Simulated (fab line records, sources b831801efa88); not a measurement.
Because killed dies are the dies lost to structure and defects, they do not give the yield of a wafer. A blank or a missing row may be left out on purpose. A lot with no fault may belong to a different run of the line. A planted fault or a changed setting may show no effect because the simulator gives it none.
Comparing a struck lot with a sound one :: flow sky130 :: 22 out of 708 route steps
Sound: these wafers, L575.3, L575.4, L575.5. The struck wafers were L578.2, L578.4, L578.5. At the end, the cause is stated.
Per side, at each step with rows, come the tool, then ch with its chambers, and then its first start. Under that, the readings that differ: sound wafers :: struck wafers :: difference of the means :: sigmas: that difference in standard deviations of wafers without a fault.
alike: words and numbers the same on both sides, and readings whose means are apart by under 2 such deviations; not compared: readings that were withheld, readings missing a value for some wafer, numbers with overlapping values and no deviation given by the record, and bounds like >300 which may hide the same value.
The two part at a step that has a row with sigmas, a row that says differs or no value, or rows on one side only. When numbers do not overlap yet have no deviation, they are printed without sigmas and do not part them. A reading that every wafer of one side lacks parts them only if that side has two wafers or more.

first, 1 step without rows for these wafers: SKY_LI_CONTACT_PRE_CLEAN_18 (time 5.6 s).
SKY_LI_CONTACT_SPUTTER_19: material Ti, target thk 20 nm, time 106.37 s.
  sound on pvdSputter-03, day 32 06:27; struck on pvdSputter-04, day 33 07:22
  alike: cathodeDcPowerW, throttleValvePct
SKY_LI_CONTACT_SPUTTER_20: material TiN, target thk 20 nm, time 80 s.
  sound on pvdSputter-03, day 32 06:32; struck on pvdSputter-04, day 33 07:26
  alike: cathodeDcPowerW, throttleValvePct
then, 1 step without rows for these wafers: SKY_LI_CONTACT_CVD_21 (deposits W, target thk 400 nm, time 120.56 s).
SKY_LI_CONTACT_RS_MEAS_22: the measuring method here is four-point-probe.
  sound on filmMetro-01, day 32 06:45; struck on filmMetro-01, day 33 07:38
  alike: LI_CONTACT_W_RS
SKY_LI_CONTACT_THK_MEAS_23: measures by xrf.
  sound on filmMetro-01, day 32 06:51; struck on filmMetro-01, day 33 07:45
  alike: LI_CONTACT_W_THK
SKY_LI_CONTACT_CMP_24: polishes, stops on PSG, t overpolish 20 s, target thk 0 nm.
  sound on cmp-02 ch 2,3, day 32 06:53; struck on cmp-01 ch 0,1,2, day 33 07:51
  alike: motorCurrentA, overpolishRunS, timeToEndpointS
SKY_LOCAL_INTERCONNECT_SPUTTER_00: material TiN, target thk 100 nm, time 83.3 s.
  sound on pvdSputter-01, day 32 07:11; struck on pvdSputter-02, day 33 08:06
  alike: cathodeDcPowerW, throttleValvePct
SKY_LOCAL_INTERCONNECT_RS_MEAS_01: the measuring method here is four-point-probe.
  sound on filmMetro-01, day 32 07:18; struck on filmMetro-02, day 33 08:11
  alike: LOCAL_INTERCONNECT_TIN_RS
SKY_LOCAL_INTERCONNECT_THK_MEAS_02: measures by xrf.
  sound on filmMetro-01, day 32 07:24; struck on filmMetro-02, day 33 08:17
reading: LOCAL_INTERCONNECT_TIN_THK (nm)
sound: 98.7 99.2 98.1
struck: 96.5 96.2 96.5
difference: -2.3
sigmas: -2
then, 2 steps without rows for these wafers: SKY_LOCAL_INTERCONNECT_DEHYDRATE_03 (time 60 s); SKY_LOCAL_INTERCONNECT_HMDS_04 (prime time 60 s).
SKY_LOCAL_INTERCONNECT_COAT_05: resist thk 60 nm.
  sound on lithoTrack-03 ch 0, day 32 21:22; struck on lithoTrack-02 ch 0, day 33 20:57
  not compared: resistLineTempC
then, 5 steps without rows for these wafers: SKY_LOCAL_INTERCONNECT_COAT_06 (resist thk 450 nm); SKY_LOCAL_INTERCONNECT_SOFTBAKE_07 (time 90 s); SKY_LOCAL_INTERCONNECT_EXPOSE_08 (exposes mask LI1M, target cd 170 nm); SKY_LOCAL_INTERCONNECT_PEB_09; SKY_LOCAL_INTERCONNECT_DEVELOP_10 (develop time 60 s).
SKY_LOCAL_INTERCONNECT_CD_MEAS_11 targets a cd of 170 nm.
  sound on cdSem-02, day 33 10:55; struck on cdSem-02, day 34 09:59
  alike: cdNm
SKY_LOCAL_INTERCONNECT_OVL_MEAS_12:
  sound on overlay-02, day 33 11:00; struck on overlay-01, day 34 10:06
  alike: LOCAL_INTERCONNECT_OVL
SKY_LOCAL_INTERCONNECT_ETCH_13: etches BARC in N2/H2, stops on SiO2, time 45.9 s, target depth 60 nm.
  sound on rieMetal-04 ch 0,1, day 33 11:03; struck on rieMetal-01 ch 0,1, day 34 10:08
reading: oesProductAu (a.u.)
sound: 0.856 0.852 0.854
struck: 0.869 0.869 0.861
difference: +0.012
sigmas: +2

reading: model.etch.depthNm (nm)
sound: 59.94 59.89 59.78
struck: 62.18 62.19 61.96
difference: +2.24
sigmas: 
  alike: drypumpMotorCurrentA, h2FlowSccm, throttleValvePct
  not compared: rfHoursCounterH
SKY_LOCAL_INTERCONNECT_METAL_ETCH_14: etches TiN in Cl2/BCl3, stops on PSG, target depth 110 nm, time 30.26 s.
  sound on rieMetal-04 ch 0,1, day 33 11:07; struck on rieMetal-01 ch 0,1, day 34 10:11
  alike: drypumpMotorCurrentA, oesProductAu, throttleValvePct
  not compared: rfHoursCounterH

WHERE THEY PART
Last at SKY_LOCAL_INTERCONNECT_ETCH_13 as far as this record goes, first at SKY_LOCAL_INTERCONNECT_THK_MEAS_02. Later steps at which nothing parts them and some readings are alike: SKY_LOCAL_INTERCONNECT_METAL_ETCH_14.

WHY: whatever the simulator had introduced
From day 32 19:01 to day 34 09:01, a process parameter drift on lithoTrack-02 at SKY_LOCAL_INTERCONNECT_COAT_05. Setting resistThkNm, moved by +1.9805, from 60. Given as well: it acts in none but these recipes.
